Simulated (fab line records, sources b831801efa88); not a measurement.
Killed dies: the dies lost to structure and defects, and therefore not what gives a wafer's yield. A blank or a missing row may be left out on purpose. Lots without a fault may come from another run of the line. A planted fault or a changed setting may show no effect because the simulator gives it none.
8D (eight disciplines) problem report, filled in by code	flow gf180mcu	the parts of the form that need people (team, actions taken, sign-off) are left out

1. THE PROBLEM
Mean STI_CVD_03_THK at GF_STI_THK_MEAS_04: 185.7 nm over 6 wafers in 2 lots; fault-free wafers: 206.8 nm, standard deviation 2.1. That is -10 standard deviations from the usual mean.
The first sign was on wafer L612.1 at day 3 15:34, on film metro-01. The record has a number at this step for 36 wafers belonging to 12 lots. Rule for "out", or "out of limits": more than 4 standard deviations from the usual mean. All remaining wafers that have a number are taken as sound.

2. WHAT IT IS AND WHAT IT IS NOT
question	is	is not
which readings at this step	STI_CVD_03_THK	-
which lots	L612, L613	L602, L604, L605, L606, L607, L608, L609, L616, L620, L625
which wafers of those lots	all that have a number	-
read on which gauges	film metro-01	film metro-02, film metro-04
when	from day 3 15:34	up to then (21 sound wafers); but 9 sound wafers of L616, L620, L625 came after

3. WHAT RULES OUT EACH SUSPECT
Counting: a tool stays on the suspect list if, at a process step up to the reading, it processed all lots that are out and no sound lot following the first of them.
- the gauge at GF_STI_THK_MEAS_04 is ruled out. All the wafers that are out were read on film metro-01, but those of them that GF_STI_CVD_03 has rows for are out there too, on other tools.
- lpcvd-01 at GF_STI_CVD_03 (deposits Si3N4 from DCS/NH3, target thk 207.16 nm, time 3551 s): kept. It processed each lot that is out, first L612 at day 3 13:34, and no sound lot thereafter; up to then, the last sound lot it processed was L609 at day 3 00:02. On those wafers its own readings are out: spike tc centre C, zone power centre pct.
After counting, what remains is lpcvd-01 at GF_STI_CVD_03.

4. THE CAUSE (what the simulator had put in)
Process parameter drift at GF_STI_CVD_03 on lpcvd-01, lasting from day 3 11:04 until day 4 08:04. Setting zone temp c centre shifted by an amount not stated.
Counting left only this tool.

5. THE CHAIN OF EFFECTS, in route order
Each row: a reading where the mean over the struck wafers with a number is more than 3 standard deviations away from the usual. Scope: only readings with a usual standard deviation given in the record; hours: median across lots of the time from each lot's start at the first step in this table that gives one to its start at this step; sigmas: change in usual standard deviations.
hours	step	reading	usual	on struck wafers	change	sigmas
0	GF_STI_CVD_03	spike tc centre C	770.7 C	736.2	-34.5	-31
0	GF_STI_CVD_03	spike tc lower C	770.2 C	774.7	+4.5	+3.2
0	GF_STI_CVD_03	spike tc upper C	770.1 C	774.9	+4.8	+3.7
0	GF_STI_CVD_03	zone power centre pct	13.0 %	4.1	-8.9	-12
0	GF_STI_CVD_03	zone power upper pct	12.3 %	16.2	+3.9	+4.3
2	GF_STI_THK_MEAS_04	STI_CVD_03_THK	206.8 nm	185.7	-21.1	-10
15	GF_STI_ETCH_13	oes product au	0.832 a.u.	0.788	-0.043	-6.7
Here are the process steps it includes:
- GF_STI_CVD_03: deposits Si3N4 from DCS/NH3, target thk 207.16 nm, time 3551 s.
- GF_STI_ETCH_13: etches the open film in CHF3/O2, stops on Si, target depth 282.31 nm, time 112.9 s.
Later steps that measure or inspect, where all struck wafers having a row at the step show a number for every such reading and not one has moved that far: GF_VT_IMPLANT_RS_MEAS_46, GF_VT_IMPLANT_RS_MEAS_49, GF_DUAL_GATE_OVL_MEAS_11.

6. WHAT WOULD HAVE CAUGHT IT SOONER
The first out-of-limits reading at a measuring or inspecting step in this record came at day 3 15:34, 4 hours after the fault's start at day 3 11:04.
The tool's own readings at GF_STI_CVD_03 were out on every struck wafer that the step has a row for (spike tc centre C, zone power centre pct): an alarm limit on them would have fired on the first of those.
Lots out: 2; of these, L613 started GF_STI_CVD_03 on lpcvd-01 after day 3 15:34. It would have been spared by a hold on the tool at that moment.
